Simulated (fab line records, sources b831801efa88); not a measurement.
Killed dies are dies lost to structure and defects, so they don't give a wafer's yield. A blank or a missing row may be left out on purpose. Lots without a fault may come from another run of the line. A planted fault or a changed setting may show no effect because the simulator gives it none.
Problem report in the 8D (eight disciplines) form, filled by code | flow sky130 | the parts of the form that need people (team, actions taken, sign-off) are left out

1. THE PROBLEM
NWELL_OXIDATION_THK at SKY_NWELL_THK_MEAS_02 reads a mean of 2.69 nm on 9 wafers of 3 lots; wafers without a fault read 10.00 nm with a standard deviation of 0.19. That is -38 standard deviations from the usual mean.
First seen on wafer L495.1, day 5 03:43, on film_metro-04. The record holds 30 wafers of 10 lots with a number at this step. Rule for "out", or "out of limits": more than 4 standard deviations from the usual mean. The other wafers with a number count as sound.

2. WHAT IT IS AND WHAT IT IS NOT
question                    | is                                          | is not
which readings at this step | NWELL_OXIDATION_THK                         | -
which lots                  | L494, L495, L496                            | L488, L492, L493, L501, L505, L507, L508
which wafers of those lots  | all that have a number                      | -
read on which gauges        | film_metro-01, film_metro-02, film_metro-04 | -
when                        | from day 5 03:43                            | up to then (9 sound wafers); but 12 sound wafers of L501, L505, L507, L508 came after

3. SUSPECTS, AND WHAT RULES EACH OUT
Counting: a tool at a process step up to the reading stays a suspect if it ran every lot that is out and no sound lot after the first of them.
- the gauge at SKY_NWELL_THK_MEAS_02: ruled out. The wafers that are out were read on 3 gauges (film_metro-01, film_metro-02, film_metro-04).
- furnace-01 at SKY_NWELL_OXIDATION_01 (stabilise 600 s, purge 300 s, target thk 10 nm): kept. It ran every lot that is out, first L494 (day 5 02:20), and no sound lot after that; its last sound lot up to then is L492 (day 4 09:24). Its own readings are out on those wafers: spike_tc_bottom_C, spike_tc_centre_C, spike_tc_lower_C, spike_tc_top_C, spike_tc_upper_C, tube_center_temp_C, tube_center_temp_C_max, zone_power_top_pct, zone_power_upper_pct.
Left after counting: furnace-01 at SKY_NWELL_OXIDATION_01.

4. THE CAUSE (what the simulator had put in)
Process parameter drift: furnace-01, from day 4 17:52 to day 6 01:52, at SKY_NWELL_OXIDATION_01. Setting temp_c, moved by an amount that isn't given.
Counting left only this tool.

5. THE CHAIN OF EFFECTS, in route order
Each row: a reading whose mean over the struck wafers that have a number lies more than 3 standard deviations from the usual. Only readings for which the record gives a usual standard deviation are gone through. hours: the time from each lot's start at the first step in this table that gives one to its start at this step, as a median over the lots. sigmas: the change in usual standard deviations.
hours | step                   | reading                | usual    | on struck wafers | change  | sigmas
0     | SKY_NWELL_OXIDATION_01 | spike_tc_bottom_C      | 920 C    | 820              | -100    | -24
0     | SKY_NWELL_OXIDATION_01 | spike_tc_centre_C      | 900.0 C  | 794.4            | -105.6  | -99 or more
0     | SKY_NWELL_OXIDATION_01 | spike_tc_lower_C       | 900.0 C  | 794.2            | -105.8  | -81
0     | SKY_NWELL_OXIDATION_01 | spike_tc_top_C         | 912.6 C  | 810.9            | -101.7  | -85
0     | SKY_NWELL_OXIDATION_01 | spike_tc_upper_C       | 898.7 C  | 793.3            | -105.4  | -99 or more
0     | SKY_NWELL_OXIDATION_01 | tube_center_temp_C     | 899.99 C | 794.69           | -105.30 | -99 or more
0     | SKY_NWELL_OXIDATION_01 | tube_center_temp_C_max | 902.3    | 797.1            | -105.2  | -99 or more
0     | SKY_NWELL_OXIDATION_01 | zone_power_bottom_pct  | 26.8 %   | 21.7             | -5.1    | -3.0
0     | SKY_NWELL_OXIDATION_01 | zone_power_lower_pct   | 18.4 %   | 13.2             | -5.2    | -4.0
0     | SKY_NWELL_OXIDATION_01 | zone_power_top_pct     | 34.1 %   | 28.3             | -5.8    | -15
0     | SKY_NWELL_OXIDATION_01 | zone_power_upper_pct   | 18.69 %  | 14.30            | -4.39   | -21
1     | SKY_NWELL_THK_MEAS_02  | NWELL_OXIDATION_THK    | 10.00 nm | 2.69             | -7.31   | -38
The process steps in it:
- SKY_NWELL_OXIDATION_01: stabilise 600 s, purge 300 s, target thk 10 nm.
Later measuring or inspecting steps at which every struck wafer that the step has a row for has a number for every such reading, and none has moved that far: SKY_SONOS_ONO_THK_MEAS_05.

6. WHAT WOULD HAVE CAUGHT IT SOONER
In this record the first reading out of limits at a measuring or inspecting step was taken at day 5 03:43, 10 hours after the fault began at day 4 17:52.
The tool's own readings at SKY_NWELL_OXIDATION_01 were out on every struck wafer that the step has a row for (spike_tc_bottom_C, spike_tc_centre_C, spike_tc_lower_C, spike_tc_top_C, spike_tc_upper_C, tube_center_temp_C, tube_center_temp_C_max, zone_power_top_pct, zone_power_upper_pct): an alarm limit on them would have fired on the first of those.
All the lots that are out (3) had begun SKY_NWELL_OXIDATION_01 on furnace-01 by day 5 03:43. A hold on the tool at that time would have spared none of them.
